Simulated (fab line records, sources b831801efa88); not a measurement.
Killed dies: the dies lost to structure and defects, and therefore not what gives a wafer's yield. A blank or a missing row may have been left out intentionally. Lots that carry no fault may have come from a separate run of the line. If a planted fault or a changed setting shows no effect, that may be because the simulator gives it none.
2 desks looking at one fault ; flow sky130 ; every desk sees just its own numbers, and what lay behind them comes last

== FOR THE TOOL OWNER'S DESK: implanter-02 ==
SKY_VT_ADJUST_HVTR_IMPLANT_09, tool's own readings: per-lot mean of the sampled wafers with a number, covering each lot this tool ran. A lot is out of limits, marked OUT, if its mean lies more than 4 standard deviations from the usual mean; the brackets give that distance.
Columns: A = doseIonsCm2 at SKY_VT_ADJUST_HVTR_IMPLANT_09, usual 2.1001e+12; B = endStationPressureTorr at SKY_VT_ADJUST_HVTR_IMPLANT_09, usual 5.01e-06 Torr; C = faradayCurrentUA at SKY_VT_ADJUST_HVTR_IMPLANT_09, usual 11.87
lot;first seen here;A;B;C
L993;day 9 20:03;2.0980e+12;5.00e-06;11.67
L996;day 10 11:06;2.0994e+12;4.94e-06;11.73
L994;day 10 13:17;2.1025e+12;5.36e-06;11.91
L100;day 11 16:32;2.1001e+12;4.95e-06;11.88
L104;day 12 16:35;2.0987e+12;5.43e-06;11.78
L103;day 12 17:59;2.0977e+12;4.74e-06;11.88
L105;day 13 07:51;1.5599e+12 (-99 or more) OUT;5.24e-06;8.85 (-13) OUT
L106;day 13 08:30;1.5622e+12 (-99 or more) OUT;4.97e-06;8.88 (-13) OUT
This desk's verdict: out of limits on L105, L106, starting with L105 at day 13 07:51 (doseIonsCm2 at SKY_VT_ADJUST_HVTR_IMPLANT_09). L993, L996, L994, L100, L104, L103: within limits.

== METROLOGY DESK ==
What the gauges read for every lot (on any tool): the sampled wafers with a number, averaged. A lot is out of limits, marked OUT, if its mean lies more than 4 standard deviations from the usual mean; the brackets give that distance.
Columns: A = FIELD_ISO_OXIDATION_01_THK at SKY_FIELD_ISO_THK_MEAS_23, usual 10.07 nm; B = VT_ADJUST_HVTR_TW at SKY_VT_ADJUST_HVTR_TW_MEAS_11, usual 208.7; C = cdNm at SKY_SONOS_ONO_CD_MEAS_13, usual 409.2 nm
lot;first seen here;A;B;C
L993;day 2 11:29;10.23;206.8;409.7
L994;day 2 18:16;10.36;208.7;409.1
L996;day 3 00:23;10.10;209.3;407.7
L999;day 3 19:50;9.96;208.1;409.3
L100;day 3 20:48;10.20;209.8;411.6
L103;day 4 13:42;10.20;209.0;410.9
L104;day 4 16:12;9.83;207.9;406.2
L105;day 5 00:50;9.85;191.1 (-8.4) OUT;411.1
L106;day 5 03:25;9.75;190.9 (-8.5) OUT;410.9
L107;day 5 08:41;9.92;209.4;413.8
L108;day 5 12:43;10.23;214.6;409.2
L115;day 7 01:10;10.20;205.3;406.4
Per this desk, out of limits: L105, L106; the first was L105, day 13 08:06 (VT_ADJUST_HVTR_TW at SKY_VT_ADJUST_HVTR_TW_MEAS_11). L993, L994, L996, L999, L100, L103, L104, L107, L108, L115: within limits.

== PUT TOGETHER ==
The tool owner's desk had the chance to raise an alarm at day 13 07:51 on L105, L106.
At day 13 08:06 the metrology desk could have sounded an alarm, on L105, L106.
Of the lots named, all ran SKY_VT_ADJUST_HVTR_IMPLANT_09 on implanter-02.

== WHAT HAD BEEN PUT IN BY THE SIMULATOR ==
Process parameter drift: implanter-02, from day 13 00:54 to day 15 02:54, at SKY_VT_ADJUST_HVTR_IMPLANT_09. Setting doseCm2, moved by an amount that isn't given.
Shown lots that were struck: L105, L106.
Hours from the fault's start to each desk's first reading out of limits: the tool owner's desk, 7; the metrology desk, 7.
